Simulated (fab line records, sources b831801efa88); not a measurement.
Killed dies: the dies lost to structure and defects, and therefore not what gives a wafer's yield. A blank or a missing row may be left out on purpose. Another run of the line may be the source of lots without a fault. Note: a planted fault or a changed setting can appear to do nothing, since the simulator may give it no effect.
2 desks looking at one fault ; flow sky130 ; only its own numbers are on each desk; what lay behind them is given at the end

TOOL OWNER'S DESK, pvdSputter-04
The tool's own readings at SKY_METAL3_SPUTTER_01 (material TiN, target thk 20 nm, time 16.7 s): means of the sampled wafers that have a number, for each lot that ran on this tool. If a lot's mean is further than 4 standard deviations from the usual mean, the lot is out of limits and carries the mark OUT (the distance appears in the brackets).
Columns: A = chamberPressurePa at SKY_METAL3_SPUTTER_01, usual 0.3999 Pa; B = throttleValvePct at SKY_METAL3_SPUTTER_01, usual 29.7 %
lot;first seen here;A;B
L954;day 37 17:23;0.4304 (+38) OUT;28.1
L957;day 38 22:17;0.4615 (+76) OUT;27.2
L969;day 42 06:22;0.3997;29.8
L972;day 42 20:42;0.3993;29.6
This desk's verdict: out of limits on L954, L957, starting with L954 at day 37 17:23 (chamberPressurePa at SKY_METAL3_SPUTTER_01). L969, L972: within limits.

METROLOGY DESK
Lot by lot, what the gauges showed, no matter which tool ran the lot: averages of those sampled wafers that carry a number. If a lot's mean is further than 4 standard deviations from the usual mean, the lot is out of limits and carries the mark OUT (the distance appears in the brackets).
Columns: A = VIA2_W_RS at SKY_VIA2_RS_MEAS_22, usual 0.2712 ohm/sq; B = VIA2_W_THK at SKY_VIA2_THK_MEAS_23, usual 428 nm
lot;first seen here;A;B
L954;day 37 16:54;0.2682;424
L957;day 38 21:47;0.2692;428
L968;day 41 21:49;0.2735;424
L969;day 42 05:55;0.2733;425
L971;day 42 18:09;0.2749;423
L972;day 42 20:13;0.2749;433
Result from this desk: across the 6 lots, nothing is out of limits.

PUT TOGETHER
An alarm could have come from the tool owner's desk at day 37 17:23, on L954, L957.
At the metrology desk, nothing out of limits was observed.
The metrology desk has L954, L957 on record, within its limits.
Of the lots named, all ran SKY_METAL3_SPUTTER_01 on pvdSputter-04.

WHAT WAS PUT IN BY THE SIMULATOR
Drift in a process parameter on pvdSputter-04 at SKY_METAL3_SPUTTER_01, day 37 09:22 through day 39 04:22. Setting chamberPressurePa shifted by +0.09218 from 0.4. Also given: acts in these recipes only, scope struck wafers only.
Shown lots that were struck: L954, L957.
Hours from the fault's start to each desk's first reading out of limits: the tool owner's desk, 8.
